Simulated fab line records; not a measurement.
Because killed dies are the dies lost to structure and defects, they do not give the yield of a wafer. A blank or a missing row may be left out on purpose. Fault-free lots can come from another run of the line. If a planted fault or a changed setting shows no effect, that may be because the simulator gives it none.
The same fault as seen by 2 desks ; flow sky130 ; each desk has only its own numbers; what lay behind them comes last

FOR THE TOOL OWNER'S DESK: ilineStepper-02
The tool's own readings at SKY_SD_N_EXPOSE_04 (exposes mask NSDM, target cd 380 nm): means of the sampled wafers that have a number, for each lot that ran on this tool. If a lot's mean is further than 4 standard deviations from the usual mean, the lot is out of limits and carries the mark OUT (the distance appears in the brackets).
Columns: A = exposureDoseMJCm2 at SKY_SD_N_EXPOSE_04, usual 141.00
lot;first seen here;A
L560;day 27 13:44;140.97
L562;day 28 01:25;141.04
L563;day 28 07:22;141.05
L564;day 28 15:48;141.13
L565;day 28 23:16;141.00
L566;day 29 09:24;140.91
L575;day 32 08:00;125.31 (-99 or more) OUT
L577;day 33 02:49;128.22 (-91) OUT
This desk's verdict: out of limits on L575, L577, starting with L575 at day 32 08:00 (exposureDoseMJCm2 at SKY_SD_N_EXPOSE_04). L560, L562, L563, L564, L565, L566 stayed within limits.

FROM THE METROLOGY DESK
What the gauges read, lot by lot, whatever tool the lot ran on: means of the sampled wafers that have a number. If a lot's mean is further than 4 standard deviations from the usual mean, the lot is out of limits and carries the mark OUT (the distance appears in the brackets).
Columns: A = cdNm at SKY_SD_N_CD_MEAS_07, usual 379.6 nm; B = CONTACT_W_THK at SKY_CONTACT_THK_MEAS_26, usual 340 nm
lot;first seen here;A;B
L560;day 28 03:41;379.6;345
L562;day 28 14:49;380.5;340
L563;day 28 20:34;382.6;336
L564;day 29 05:24;379.0;331
L565;day 29 13:13;378.3;337
L566;day 29 22:47;381.3;341
L567;day 30 20:12;379.2;339
L575;day 32 20:47;346.4 (-14) OUT;340
L577;day 33 15:53;351.3 (-12) OUT;344
L579;day 34 00:15;380.5;342
L582;day 35 00:35;377.4;343
This desk's verdict: out of limits on L575, L577, starting with L575 at day 32 20:47 (cdNm at SKY_SD_N_CD_MEAS_07). L560, L562, L563, L564, L565, L566, L567, L579, L582 stayed within limits.

BROUGHT TOGETHER
The tool owner's desk had the chance to raise an alarm at day 32 08:00 on L575, L577.
Metrology desk: alarm possible at day 32 20:47 on L575, L577.
Every lot named ran SKY_SD_N_EXPOSE_04 on ilineStepper-02.

WHAT THE SIMULATOR HAD PUT IN
Process parameter drift: ilineStepper-02, from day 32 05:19 on, at SKY_SD_N_EXPOSE_04. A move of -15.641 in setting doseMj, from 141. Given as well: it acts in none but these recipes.
Struck lots among those shown: L575, L577.
Counting hours from when the fault started, the first reading out of limits came at 3 for the tool owner's desk and at 15 for the metrology desk.
